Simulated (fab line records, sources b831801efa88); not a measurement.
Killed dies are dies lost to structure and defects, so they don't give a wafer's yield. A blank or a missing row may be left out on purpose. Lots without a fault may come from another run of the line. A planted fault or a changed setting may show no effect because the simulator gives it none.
Split-lot experiment | flow sfq_line | 5 lots, 23 wafers read, on a route of 325 steps

THE SPLIT
At SFQ_TRILAYER_M4_BARC_OPEN_METAL_ETCH_123 (etches BARC in O2, target depth 125 nm, time 41.7 s), the setting time_s was moved away from the recipe's 41.7 s on 9 of the 23 wafers read, by +6.4% to +12.6%. The other wafers ran this setting at the recipe's value.

The file shows no step between the split and the reading.

THE READING
KrF_of_TRILAYER_M4_LITHO_COAT_093.thk_nm (the simulator's own value, which no gauge read), in nm, at SFQ_TRILAYER_M4_ETCH_METAL_ETCH_096 (etches Nb in Cl2/Ar, stops on SiO2, target depth 240 nm, time 125 s). The file gives no usual value for it. The 14 wafers here that ran the recipe average 375.9 nm, standard deviation 3.5 nm.

wafer  | tool, chamber at the split | time_s as run, s | against the recipe | KrF_of_TRILAYER_M4_LITHO_COAT_093.thk_nm, nm | against lot-mates on the recipe
L074.1 | rie_metal-02, 1            | 41.7             | recipe             | 379.9                                        | -
L074.3 | rie_metal-02, 1            | 41.7             | recipe             | 380.4                                        | -
L074.5 | rie_metal-02, 1            | 41.7             | recipe             | 380.4                                        | -
L074.4 | rie_metal-02, 1            | 41.7             | recipe             | 379.2                                        | -
L074.6 | rie_metal-02, 1            | 41.7             | recipe             | 379.5                                        | -
L076.1 | rie_metal-01, 0            | 41.7             | recipe             | 378.5                                        | -
L076.3 | rie_metal-01, 0            | 45.91            | +10.1%             | 370.1                                        | -6.5
L076.4 | rie_metal-01, 1            | 41.7             | recipe             | 374.7                                        | -
L076.5 | rie_metal-01, 0            | 45.91            | +10.1%             | 372.2                                        | -4.4
L076.6 | rie_metal-01, 1            | 45.91            | +10.1%             | 370                                          | -6.6
L077.2 | rie_metal-01, 1            | 46.96            | +12.6%             | 365.9                                        | -8.1
L077.3 | rie_metal-01, 0            | 46.96            | +12.6%             | 369.4                                        | -4.6
L077.4 | rie_metal-01, 1            | 41.7             | recipe             | 374.5                                        | -
L077.5 | rie_metal-01, 1            | 41.7             | recipe             | 373.5                                        | -
L077.6 | rie_metal-01, 0            | 46.96            | +12.6%             | 366.4                                        | -7.6
L083.1 | rie_metal-02, 0            | 41.7             | recipe             | 373.8                                        | -
L083.2 | rie_metal-02, 1            | 44.38            | +6.4%              | 373.3                                        | -1.0
L083.3 | rie_metal-02, 0            | 44.38            | +6.4%              | 371.9                                        | -2.4
L083.4 | rie_metal-02, 1            | 41.7             | recipe             | 374.8                                        | -
L083.5 | rie_metal-02, 0            | 44.38            | +6.4%              | 369.3                                        | -5.0
L085.2 | rie_metal-04, 1            | 41.7             | recipe             | 372.3                                        | -
L085.4 | rie_metal-04, 0            | 41.7             | recipe             | 371.5                                        | -
L085.5 | rie_metal-04, 1            | 41.7             | recipe             | 370.2                                        | -

THE FIT
A straight line over all 23 wafers: KrF_of_TRILAYER_M4_LITHO_COAT_093.thk_nm changes by -0.632 nm for each +1% of time_s; r = -0.74; the points scatter about the line by 3 nm.
The same after taking each lot's own level away (the mean of its wafers on the recipe; 23 wafers): -0.541 nm for each +1%; r = -0.92; scatter 1.2 nm.
On that fit, the largest move of time_s shifts the reading by 6.8 nm.
The lots' own levels span 371.33 to 379.88 nm, that is 2.5 times the standard deviation above.
So the lot-to-lot level blurs the effect unless lot-mates are compared.
Check: with one of the wafers moved furthest among these (+12.6%) left out of the fit, the line predicts -6.49 nm for it against its lot-mates. It came out at -8.1 nm against them.

OTHER SPLITS ON THESE WAFERS
These wafers also went through other splits before the reading. Each is held against what the fit with the lots' levels taken away leaves over:
other split on the same wafers                    | wafers away from the commonest value | r with KrF_of_TRILAYER_M4_LITHO_COAT_093.thk_nm (lot level and that fit taken away)
SFQ_TRILAYER_M2_LITHO_COAT_062 resist_thk_nm      | 11                                   | +0.16
SFQ_TRILAYER_I2_VIA_LITHO_PEB_070 peb_temp_c      | 7                                    | +0.21
SFQ_TRILAYER_M3_LITHO_COAT_075 spin_rpm           | 11                                   | -0.03
SFQ_TRILAYER_M3_BARC_OPEN_METAL_ETCH_100 time_s   | 10                                   | -0.18
SFQ_TRILAYER_I3_VIA_LITHO_COAT_085 resist_thk_nm  | 8                                    | +0.18
SFQ_TRILAYER_I3_VIA_BARC_OPEN_VIA_ETCH_121 time_s | 10                                   | -0.17
SFQ_TRILAYER_M4_LITHO_EXPOSE_094 dose_mj          | 6                                    | -0.22

THE WHOLE CHAIN: every reading that the file lists as answering this split, in the file's order
step                                     | what it does                                                        | reading                                                                                   | change (the file's fit)               | r (the file's)
SFQ_TRILAYER_M4_BARC_OPEN_METAL_ETCH_123 | etches BARC in O2, target depth 125 nm, time 41.7 s                 | KrF_of_TRILAYER_M4_LITHO_COAT_093.thk_nm (the simulator's own value, which no gauge read) | -0.579 nm for each +1% of the setting | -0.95
SFQ_TRILAYER_M4_ETCH_METAL_ETCH_096      | etches Nb in Cl2/Ar, stops on SiO2, target depth 240 nm, time 125 s | KrF_of_TRILAYER_M4_LITHO_COAT_093.thk_nm (the simulator's own value, which no gauge read) | -0.536 nm for each +1% of the setting | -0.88

THE FILE'S OWN FIT
KrF_of_TRILAYER_M4_LITHO_COAT_093.thk_nm changes by -0.536 nm for each +1% of time_s, r = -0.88.
